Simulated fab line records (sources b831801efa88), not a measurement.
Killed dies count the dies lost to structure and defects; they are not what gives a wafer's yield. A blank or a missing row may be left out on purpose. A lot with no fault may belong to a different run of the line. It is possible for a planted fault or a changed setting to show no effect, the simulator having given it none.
Which tool did it? :: flow sky130 :: 13 lots with 39 wafers sampled at 5 steps, on a route of 708 steps

WHAT EACH GAUGE READ, for each wafer
SKY_VT_ADJUST_LVTN_TW_MEAS_10. Usual: VT_ADJUST_LVTN_TW gives 240.8 (standard deviation 1.7).
lot: L740
measured: day 6 18:59
on: film-metro-02
VT_ADJUST_LVTN_TW: 240.2 241.4 239.5
flag: 

lot: L741
measured: day 7 07:23
on: film-metro-04
VT_ADJUST_LVTN_TW: 244.9 245.1 244.2
flag: 

lot: L743
measured: day 7 16:11
on: film-metro-04
VT_ADJUST_LVTN_TW: 244.6 243.6 244.4
flag: 

lot: L744
measured: day 8 02:41
on: film-metro-03
VT_ADJUST_LVTN_TW: 242.6 241.0 242.0
flag: 

lot: L745
measured: day 8 07:53
on: film-metro-04
VT_ADJUST_LVTN_TW: 244.6 243.3 243.4
flag: 

lot: L747
measured: day 8 21:12
on: film-metro-03
VT_ADJUST_LVTN_TW: 241.9 239.6 240.4
flag: 

lot: L748
measured: day 9 03:48
on: film-metro-02
VT_ADJUST_LVTN_TW: 241.1 241.8 241.8
flag: 

lot: L750
measured: day 9 13:47
on: film-metro-04
VT_ADJUST_LVTN_TW: 239.8 240.0 240.4
flag: 

lot: L751
measured: day 9 21:37
on: film-metro-02
VT_ADJUST_LVTN_TW: 242.1 241.0 240.6
flag: 

lot: L759
measured: day 12 02:00
on: film-metro-04
VT_ADJUST_LVTN_TW: 239.1 238.8 240.7
flag: 

lot: L761
measured: day 12 13:59
on: film-metro-02
VT_ADJUST_LVTN_TW: 240.1 240.7 240.6
flag: 

lot: L762
measured: day 12 19:14
on: film-metro-02
VT_ADJUST_LVTN_TW: 241.3 241.3 239.8
flag: 

lot: L763
measured: day 13 17:16
on: film-metro-02
VT_ADJUST_LVTN_TW: 240.6 240.6 240.4
flag: 

SKY_VT_ADJUST_LVTN_TW_MEAS_21. Usual: VT_ADJUST_LVTN_2_TW gives 187.3 (standard deviation 1.2).
lot: L740
measured: day 7 14:29
on: film-metro-03
VT_ADJUST_LVTN_2_TW: 187.7 187.3 187.7
flag: 

lot: L741
measured: day 8 03:08
on: film-metro-04
VT_ADJUST_LVTN_2_TW: 190.4 189.4 189.3
flag: 

lot: L743
measured: day 8 11:20
on: film-metro-04
VT_ADJUST_LVTN_2_TW: 188.4 189.4 190.4
flag: 

lot: L744
measured: day 8 23:19
on: film-metro-04
VT_ADJUST_LVTN_2_TW: 189.9 189.3 188.9
flag: 

lot: L745
measured: day 9 04:59
on: film-metro-03
VT_ADJUST_LVTN_2_TW: 185.4 185.9 185.8
flag: 

lot: L747
measured: day 9 19:02
on: film-metro-04
VT_ADJUST_LVTN_2_TW: 186.2 186.4 186.6
flag: 

lot: L748
measured: day 10 02:04
on: film-metro-02
VT_ADJUST_LVTN_2_TW: 187.6 187.6 187.6
flag: 

lot: L750
measured: day 10 12:26
on: film-metro-02
VT_ADJUST_LVTN_2_TW: 187.3 186.5 186.9
flag: 

lot: L751
measured: day 10 20:16
on: film-metro-02
VT_ADJUST_LVTN_2_TW: 185.9 186.7 186.9
flag: 

lot: L759
measured: day 13 02:29
on: film-metro-02
VT_ADJUST_LVTN_2_TW: 187.5 188.5 187.4
flag: 

lot: L761
measured: day 13 15:20
on: film-metro-02
VT_ADJUST_LVTN_2_TW: 186.1 186.4 187.0
flag: 

lot: L762
measured: day 13 21:05
on: film-metro-03
VT_ADJUST_LVTN_2_TW: 187.2 186.4 186.5
flag: 

lot: L763
measured: day 14 19:16
on: film-metro-03
VT_ADJUST_LVTN_2_TW: 188.5 188.2 188.1
flag: 

SKY_VT_ADJUST_NCORE_CD_MEAS_07: target cd 380 nm. Usual: 379.5 nm for cd-nm, sd 2.
lot: L740
measured: day 8 09:48
on: cd-sem-02
cd-nm (nm): 378.3 377.9 374.3
flag: 

lot: L741
measured: day 8 23:49
on: cd-sem-02
cd-nm (nm): 382.3 380.9 379.7
flag: 

lot: L743
measured: day 9 08:09
on: cd-sem-02
cd-nm (nm): 377.7 379.1 378.4
flag: 

lot: L744
measured: day 9 20:24
on: cd-sem-01
cd-nm (nm): 381.8 378.8 381.1
flag: 

lot: L745
measured: day 10 03:15
on: cd-sem-02
cd-nm (nm): 379.0 380.6 378.8
flag: 

lot: L747
measured: day 10 18:14
on: cd-sem-01
cd-nm (nm): 380.8 379.5 380.8
flag: 

lot: L748
measured: day 11 00:53
on: cd-sem-02
cd-nm (nm): 382.3 383.4 382.8
flag: 

lot: L750
measured: day 11 10:58
on: cd-sem-02
cd-nm (nm): 390.0 390.5 388.3
flag: OFF

lot: L751
measured: day 11 19:05
on: cd-sem-02
cd-nm (nm): 394.1 393.3 392.1
flag: OFF

lot: L759
measured: day 14 03:53
on: cd-sem-02
cd-nm (nm): 375.7 376.6 378.6
flag: 

lot: L761
measured: day 14 16:59
on: cd-sem-02
cd-nm (nm): 382.3 379.8 379.8
flag: 

lot: L762
measured: day 14 22:59
on: cd-sem-01
cd-nm (nm): 378.6 380.3 379.7
flag: 

lot: L763
measured: day 15 22:08
on: cd-sem-01
cd-nm (nm): 376.8 374.7 376.5
flag: 

WHAT TOOL EACH LOT RAN ON (gives the tool, then ch and the chambers of the sampled wafers, and finally the start)
lot: L740
SKY_NWELL_RTA_28: rtp-anneal-02 ch 0, day 5 04:55
SKY_VT_ADJUST_NCORE_DEVELOP_06: litho-track-01 ch 0, day 8 09:40

lot: L741
SKY_NWELL_RTA_28: rtp-anneal-02 ch 0, day 5 16:12
SKY_VT_ADJUST_NCORE_DEVELOP_06: litho-track-02 ch 0, day 8 23:40

lot: L743
SKY_NWELL_RTA_28: rtp-anneal-02 ch 0, day 6 00:39
SKY_VT_ADJUST_NCORE_DEVELOP_06: litho-track-03 ch 0, day 9 08:01

lot: L744
SKY_NWELL_RTA_28: rtp-anneal-01 ch 0, day 6 10:03
SKY_VT_ADJUST_NCORE_DEVELOP_06: litho-track-02 ch 0, day 9 20:15

lot: L745
SKY_NWELL_RTA_28: rtp-anneal-02 ch 0, day 6 16:31
SKY_VT_ADJUST_NCORE_DEVELOP_06: litho-track-03 ch 0, day 10 03:07

lot: L747
SKY_NWELL_RTA_28: rtp-anneal-01 ch 0, day 7 03:40
SKY_VT_ADJUST_NCORE_DEVELOP_06: litho-track-02 ch 0, day 10 18:06

lot: L748
SKY_NWELL_RTA_28: rtp-anneal-02 ch 0, day 7 10:57
SKY_VT_ADJUST_NCORE_DEVELOP_06: litho-track-01 ch 0, day 11 00:46

lot: L750
SKY_NWELL_RTA_28: rtp-anneal-02 ch 0, day 7 18:55
SKY_VT_ADJUST_NCORE_DEVELOP_06: litho-track-01 ch 0, day 11 10:50

lot: L751
SKY_NWELL_RTA_28: rtp-anneal-01 ch 0, day 8 02:27
SKY_VT_ADJUST_NCORE_DEVELOP_06: litho-track-01 ch 0, day 11 18:56

lot: L759
SKY_NWELL_RTA_28: rtp-anneal-02 ch 0, day 10 03:56
SKY_VT_ADJUST_NCORE_DEVELOP_06: litho-track-03 ch 0, day 14 03:41

lot: L761
SKY_NWELL_RTA_28: rtp-anneal-02 ch 0, day 10 14:49
SKY_VT_ADJUST_NCORE_DEVELOP_06: litho-track-01 ch 0, day 14 16:50

lot: L762
SKY_NWELL_RTA_28: rtp-anneal-02 ch 0, day 10 19:38
SKY_VT_ADJUST_NCORE_DEVELOP_06: litho-track-03 ch 0, day 14 22:50

lot: L763
SKY_NWELL_RTA_28: rtp-anneal-02 ch 0, day 11 14:56
SKY_VT_ADJUST_NCORE_DEVELOP_06: litho-track-01 ch 0, day 15 21:59
- SKY_NWELL_RTA_28: time 30 s.
- SKY_VT_ADJUST_NCORE_DEVELOP_06: develop time 60 s.

AS READ BY THE TOOLS THEMSELVES (means over the sampled wafers that have a number; for cases with no such wafer, the mark the record gives instead)
SKY_NWELL_RTA_28. Usual: lamp-power-pct 25.31 %, standard deviation 0.06; ramp-down-c-per-s 90.001, standard deviation 0.016; ramp-up-c-per-s 150.00, standard deviation 0.028; wafer_temp_C_max 1054.9, standard deviation 1.
lot: L740
tool: rtp-anneal-02
lamp-power-pct (%): 25.27
ramp-down-c-per-s: 89.991
ramp-up-c-per-s: 150.02
wafer_temp_C_max: 1054.6
flag: 

lot: L741
tool: rtp-anneal-02
lamp-power-pct (%): 25.29
ramp-down-c-per-s: 90.008
ramp-up-c-per-s: 150.01
wafer_temp_C_max: 1055.7
flag: 

lot: L743
tool: rtp-anneal-02
lamp-power-pct (%): 25.26
ramp-down-c-per-s: 90.011
ramp-up-c-per-s: 149.98
wafer_temp_C_max: 1054.4
flag: 

lot: L744
tool: rtp-anneal-01
lamp-power-pct (%): 25.34
ramp-down-c-per-s: 90.018
ramp-up-c-per-s: 150.00
wafer_temp_C_max: 1053.8
flag: 

lot: L745
tool: rtp-anneal-02
lamp-power-pct (%): 25.30
ramp-down-c-per-s: 90.001
ramp-up-c-per-s: 149.99
wafer_temp_C_max: 1054.8
flag: 

lot: L747
tool: rtp-anneal-01
lamp-power-pct (%): 25.32
ramp-down-c-per-s: 90.009
ramp-up-c-per-s: 150.00
wafer_temp_C_max: 1054.3
flag: 

lot: L748
tool: rtp-anneal-02
lamp-power-pct (%): 25.35
ramp-down-c-per-s: 89.994
ramp-up-c-per-s: 150.04
wafer_temp_C_max: 1053.4
flag: 

lot: L750
tool: rtp-anneal-02
lamp-power-pct (%): 25.31
ramp-down-c-per-s: 89.983
ramp-up-c-per-s: 149.99
wafer_temp_C_max: 1055.4
flag: 

lot: L751
tool: rtp-anneal-01
lamp-power-pct (%): 25.31
ramp-down-c-per-s: 89.994
ramp-up-c-per-s: 150.02
wafer_temp_C_max: 1054.3
flag: 

lot: L759
tool: rtp-anneal-02
lamp-power-pct (%): 25.28
ramp-down-c-per-s: 90.001
ramp-up-c-per-s: 150.00
wafer_temp_C_max: 1054.5
flag: 

lot: L761
tool: rtp-anneal-02
lamp-power-pct (%): 25.27
ramp-down-c-per-s: 90.008
ramp-up-c-per-s: 149.99
wafer_temp_C_max: 1054.6
flag: 

lot: L762
tool: rtp-anneal-02
lamp-power-pct (%): 25.32
ramp-down-c-per-s: 89.995
ramp-up-c-per-s: 150.00
wafer_temp_C_max: 1055.2
flag: 

lot: L763
tool: rtp-anneal-02
lamp-power-pct (%): 25.32
ramp-down-c-per-s: 90.001
ramp-up-c-per-s: 149.98
wafer_temp_C_max: 1054.1
flag: 

THE ANSWER, worked out from the rows above alone
Rule: a lot is off if the mean of its wafers that have a number lies more than 3 standard deviations from the usual mean. Also off: a lot with no number at a reading for which 4 or more lots have one. The other lots that the step has rows for count as sound. After the gauges, taken in route order, come the tools' own readings; for these a lot's mean is taken, as printed above. At the first step where some lot is off, the reading lying furthest off is the one used; lots without a number count as furthest.
Off, at SKY_VT_ADJUST_NCORE_CD_MEAS_07 on cd-nm: L750, L751.
A tool fits if, at a process step before that reading, it ran every lot that is off, and no sound lot after the first of them. Those tools and the gauges at SKY_VT_ADJUST_NCORE_CD_MEAS_07 are tried in the same way. Not one of the candidates tried fits.

WHAT THE SIMULATOR PUT IN
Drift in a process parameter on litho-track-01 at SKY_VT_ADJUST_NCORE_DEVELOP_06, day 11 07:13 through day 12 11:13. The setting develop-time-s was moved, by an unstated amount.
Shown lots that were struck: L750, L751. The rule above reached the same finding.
